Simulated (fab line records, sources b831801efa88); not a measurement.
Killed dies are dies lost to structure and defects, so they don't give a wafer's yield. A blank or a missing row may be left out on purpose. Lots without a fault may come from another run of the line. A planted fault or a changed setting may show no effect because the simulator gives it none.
A struck lot beside a sound one | flow sky130 | 15 steps out of a route of 708
Sound: wafers L297.2, L297.3, L297.6. Struck: wafers L309.2, L309.4, L309.6. The cause comes at the end.
At each step with rows: each side's tool, then ch and its chambers, then its first start. Under that, the readings that differ: sound wafers | struck wafers | difference of the means | sigmas: that difference in standard deviations of wafers without a fault.
alike: readings whose means differ by less than 2 such deviations, and words and numbers that are the same on both sides. not compared: withheld readings, readings that some wafer has no value for, bounds like >300 that may hide the same value, and numbers for which the record gives no deviation and whose values overlap.
The two part at a step that has a row with sigmas, a row that says differs or no value, or rows on one side only. Numbers that don't overlap but have no deviation are shown without sigmas and don't part them. A reading that every wafer of one side lacks parts them only if that side has two wafers or more.

SKY_PWDE_STRIP_09: strips in O2/N2.
  sound on plasma_asher-04 ch 0,1, day 5 10:46; struck on plasma_asher-02 ch 0,1, day 8 01:43
  alike: chamber_pressure_mTorr, drypump_motor_current_A, oes_product_au, strip_time_to_endpoint_s
  not compared: rf_hours_counter_h
SKY_PWDE_TW_MEAS_10:
  sound on film_metro-02, day 5 10:53; struck on film_metro-04, day 8 01:50
  alike: PWDE_TW
then, 7 steps without rows for these wafers: SKY_NWELL_DEHYDRATE_03 (time 60 s); SKY_NWELL_HMDS_04 (prime time 60 s); SKY_NWELL_COAT_05 (resist thk 3000 nm); SKY_NWELL_SOFTBAKE_06; SKY_NWELL_EXPOSE_07 (exposes mask NWM, target cd 840 nm); SKY_NWELL_PEB_08; SKY_NWELL_DEVELOP_09 (develop time 60 s).
SKY_NWELL_OVL_MEAS_10:
  sound on overlay-01, day 6 04:26; struck on overlay-01, day 8 22:02
  alike: NWELL_00_OVL
then, 2 steps without rows for these wafers: SKY_NWELL_IMPLANT_11; SKY_NWELL_IMPLANT_12.
SKY_NWELL_IMPLANT_13:
  sound on implanter-01 ch 0, day 6 04:48; struck on implanter-03 ch 0, day 8 22:23
  reading            | sound           | struck            | difference | sigmas
  beam_on_s (s)      | 9.95 9.95 10.02 | 11.20 11.27 11.52 | +1.36      | +6
  faraday_current_uA | 3.98 3.97 3.93  | 3.53 3.50 3.43    | -0.47      | -6
  alike: dose_ions_cm2
SKY_NWELL_STRIP_14: strips in O2/N2.
  sound on plasma_asher-02 ch 0,1, day 6 04:55; struck on plasma_asher-02 ch 0, day 8 22:31
  alike: chamber_pressure_mTorr, drypump_motor_current_A, oes_product_au, strip_time_to_endpoint_s
  not compared: rf_hours_counter_h
-- the record jumps here: 41 days lie between the struck wafers' starts before and after (it left off in module NWELL and takes up again in module PAD_OPEN, whose first step shown is number 708 of the route) --
SKY_PAD_OPEN_PROBE_99:
  sound on prober-01, day 47 06:33; struck on prober-01, day 49 18:05
  reading                                   | sound                   | struck                  | difference | sigmas
  killed_at_other                           | 3 1 1                   | 0 0 0                   | -2         | -3
  model.etest.pfet_g5v0d10v5.vt_sat_v (V)   | -0.6 -0.5774 -0.5915    | -0.686 -0.6823 -0.6916  | -0.097     |
  model.etest.pfet_16v.vt_v (V)             | -1.052 -1.054 -1.052    | -1.117 -1.125 -1.127    | -0.070     |
  model.etest.pfet_g5v0d10v5.vt_v (V)       | -0.8038 -0.7878 -0.7998 | -0.8687 -0.8606 -0.8703 | -0.0694    |
  model.etest.pfet_g5v0d10v5.vt_long_v (V)  | -0.8913 -0.8901 -0.8921 | -0.9436 -0.9564 -0.9572 | -0.0612    |
  model.etest.pfet_01v8_lvt.vt_sat_v (V)    | -0.4063 -0.406 -0.4011  | -0.4429 -0.4443 -0.4504 | -0.0414    |
  model.etest.pfet_01v8_lvt.vt_v (V)        | -0.5045 -0.4998 -0.4982 | -0.5343 -0.5366 -0.5431 | -0.0372    |
  model.etest.pfet_01v8_lvt.vt_long_v (V)   | -0.6272 -0.6245 -0.6209 | -0.6532 -0.6545 -0.6597 | -0.0316    |
  model.etest.pfet_01v8_lvt.body_rise_v (V) | -0.2067 -0.2075 -0.2074 | -0.2054 -0.2053 -0.2049 | +0.0020    |
  alike: killed_at_M0_to_M3, killed_at_M4_up, killed_at_contacts, killed_at_front_end, killed_dies, killed_open, killed_short

WHERE THEY PART
First at SKY_NWELL_IMPLANT_13; last, within this record, at SKY_PAD_OPEN_PROBE_99.

WHY: what the simulator had put in
Process parameter drift: implanter-03, from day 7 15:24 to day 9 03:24, at SKY_NWELL_IMPLANT_13. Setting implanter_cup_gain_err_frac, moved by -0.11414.
